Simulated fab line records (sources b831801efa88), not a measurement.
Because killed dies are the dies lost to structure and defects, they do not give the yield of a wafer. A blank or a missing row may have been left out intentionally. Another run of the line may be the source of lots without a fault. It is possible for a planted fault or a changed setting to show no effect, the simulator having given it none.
A lot that was struck, set against a sound lot | flow sfqLine | 14 steps out of a route of 325
Sound: these wafers, L245.2, L245.3, L245.4. The struck wafers were L259.1, L259.3, L259.5. The cause comes at the end.
Each step with rows lists, per side, the tool, then ch with its chambers, then its first start. Under that, the readings that differ: sound wafers | struck wafers | difference of the means | sigmas: that difference in standard deviations of wafers without a fault.
alike: readings with means less than 2 such deviations apart, plus words and numbers identical on both sides. not compared: withheld readings, readings lacking a value on some wafer, bounds such as >300 that could conceal the same value, and numbers that have no deviation in the record and whose values overlap.
Wherever a step has rows on one side only, a row that says differs or no value, or a row with sigmas, the two part there. When numbers do not overlap yet have no deviation, they are printed without sigmas and do not part them. A reading missing from all wafers of one side parts the sides only when that side holds two or more wafers.

SFQ_TRILAYER_I6_DEP_PECVD_165: deposits SiO2 from SiH4/N2O, time 111.11 s, target thk 500 nm.
  sound on pecvd-04 ch 0,1,2, day 64 16:44; struck on pecvd-03 ch 0,1, day 69 08:55
  alike: heaterPowerW, throttleValvePct
SFQ_TRILAYER_I6_CMP_CMP_166: polishes SiO2.
  sound on cmp-02 ch 1,2,3, day 65 17:46; struck on cmp-01 ch 1,3, day 69 09:00
  alike: motorCurrentA, timeToEndpointS
SFQ_I6_BOW_MEAS_941:
  sound: filmMetro-01 at day 65 20:47; struck: filmMetro-01 at day 69 12:00
  alike: I6_BOW
SFQ_TRILAYER_I6_METRO_MEASURE_167:
  sound: filmMetro-01 at day 65 21:05; struck: filmMetro-01 at day 69 12:07
  alike: thkNm
then, 6 steps without rows for these wafers: SFQ_TRILAYER_I6_VIA_LITHO_COAT_174 (resist thk 62 nm); SFQ_TRILAYER_I6_VIA_LITHO_COAT_169 (resist thk 650 nm); SFQ_TRILAYER_I6_VIA_LITHO_SOFTBAKE_173; SFQ_TRILAYER_I6_VIA_LITHO_EXPOSE_170 (exposes mask I6, target cd 700 nm); SFQ_TRILAYER_I6_VIA_LITHO_PEB_172 (peb time 60 s); SFQ_TRILAYER_I6_VIA_LITHO_DEVELOP_171 (time 60 s).
SFQ_I6_OVL_MEAS_942:
  sound: overlay-01 at day 66 02:23; struck: overlay-02 at day 69 22:26
  alike: I6_OVL
SFQ_TRILAYER_I6_VIA_BARC_OPEN_VIA_ETCH_235: etches BARC in O2, target depth 125 nm, time 41.7 s.
  sound on rieDiel-01 ch 0,1,2, day 66 02:25; struck on rieDiel-01 ch 1,2,3, day 69 22:28
  alike: biasW, drypumpMotorCurrentA, oesProductAu
  not compared: rfHoursCounterH
SFQ_TRILAYER_I6_VIA_ETCH_VIA_ETCH_172: etches SiO2 in CHF3, stops on Nb, target depth 260 nm.
  sound on rieDiel-01 ch 0,1,2, day 66 02:27; struck on rieDiel-01 ch 1,2,3, day 69 22:30
reading   | sound             | struck            | difference | sigmas
biasW (W) | 80.16 79.61 80.12 | 72.80 72.39 72.05 | -7.55      | -31
  alike: drypumpMotorCurrentA, oesProductAu
SFQ_TRILAYER_I6_VIA_STRIP_STRIP_173: strips in O2.
  sound on rieMetal-04 ch 0,1, day 66 02:34; struck on rieMetal-04 ch 0,1, day 69 22:37
  alike: drypumpMotorCurrentA, oesProductAu
  not compared: rfHoursCounterH

## WHERE THEY PART
At SFQ_TRILAYER_I6_VIA_ETCH_VIA_ETCH_172 and nowhere else, as far as this record goes. Later steps at which nothing parts them and some readings are alike: SFQ_TRILAYER_I6_VIA_STRIP_STRIP_173.

WHY: what the simulator had put in
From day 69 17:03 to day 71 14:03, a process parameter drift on rieDiel-01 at SFQ_TRILAYER_I6_VIA_ETCH_VIA_ETCH_172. Setting biasW shifted by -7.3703 from 80. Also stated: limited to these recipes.
